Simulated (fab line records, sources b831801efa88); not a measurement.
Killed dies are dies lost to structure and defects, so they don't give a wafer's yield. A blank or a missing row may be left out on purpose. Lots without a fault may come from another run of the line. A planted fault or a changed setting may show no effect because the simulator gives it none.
Which tool did it? | flow sky130 | 6 lots, 18 wafers sampled, at 3 steps of a route of 708

WHAT THE GAUGES READ, wafer by wafer
SKY_NWELL_THK_MEAS_02.
lot  | measured    | on            | NWELL_OXIDATION_THK (nm)
L334 | day 2 15:59 | film_metro-02 | 10.39 10.34 10.46
L337 | day 3 06:50 | film_metro-02 | 9.94 10.07 9.93
L340 | day 3 22:17 | film_metro-01 | 10.09 10.12 10.17
L344 | day 4 22:16 | film_metro-03 | 10.19 10.24 10.24
L350 | day 6 03:40 | film_metro-01 | 9.54 9.73 9.80
L352 | day 6 13:02 | film_metro-02 | 9.80 9.85 9.77

WHICH TOOL RAN EACH LOT (tool, then ch and the chambers of the sampled wafers, then the start)
lot  | SKY_FIELD_ISO_ETCH_14             | SKY_FIELD_ISO_STRIP_16
L334 | rie_diel-02 ch 2,3, day 2 09:38   | plasma_asher-03 ch 0,1, day 2 09:44
L337 | rie_diel-03 ch 0,2,3, day 3 01:04 | plasma_asher-03 ch 0,1, day 3 01:10
L340 | rie_diel-03 ch 0,1,3, day 3 16:16 | plasma_asher-03 ch 0,1, day 3 16:22
L344 | rie_diel-03 ch 2,3, day 4 15:38   | plasma_asher-02 ch 0,1, day 4 15:46
L350 | rie_diel-02 ch 0,2,3, day 5 20:16 | plasma_asher-03 ch 0,1, day 5 20:22
L352 | rie_diel-02 ch 2,3, day 6 06:02   | plasma_asher-04 ch 0,1, day 6 06:08
- SKY_FIELD_ISO_ETCH_14: etches BARC in N2/H2, stops on SiO2, time 45.9 s, target depth 60 nm.
- SKY_FIELD_ISO_STRIP_16: strips in O2/N2.

THE ANSWER, worked out from the rows above alone
Rule: what is usual is taken from the lots themselves. Put in order of their means at a reading, lots are off if they are a third of the lots or fewer, leave a main group of 4 or more, and stand apart from it by a gap of 3 or more times the standard deviation of the main group's means; of several such gaps the widest counts. A main group whose means are all the same, to the digits that the tables above print for the reading, isn't used. A lot without any number at a reading at which 4 lots or more have one is off too. The other lots that the step has rows for count as sound.
No lot is off at any reading shown: from this, nothing can be told.

WHAT THE SIMULATOR HAD PUT IN
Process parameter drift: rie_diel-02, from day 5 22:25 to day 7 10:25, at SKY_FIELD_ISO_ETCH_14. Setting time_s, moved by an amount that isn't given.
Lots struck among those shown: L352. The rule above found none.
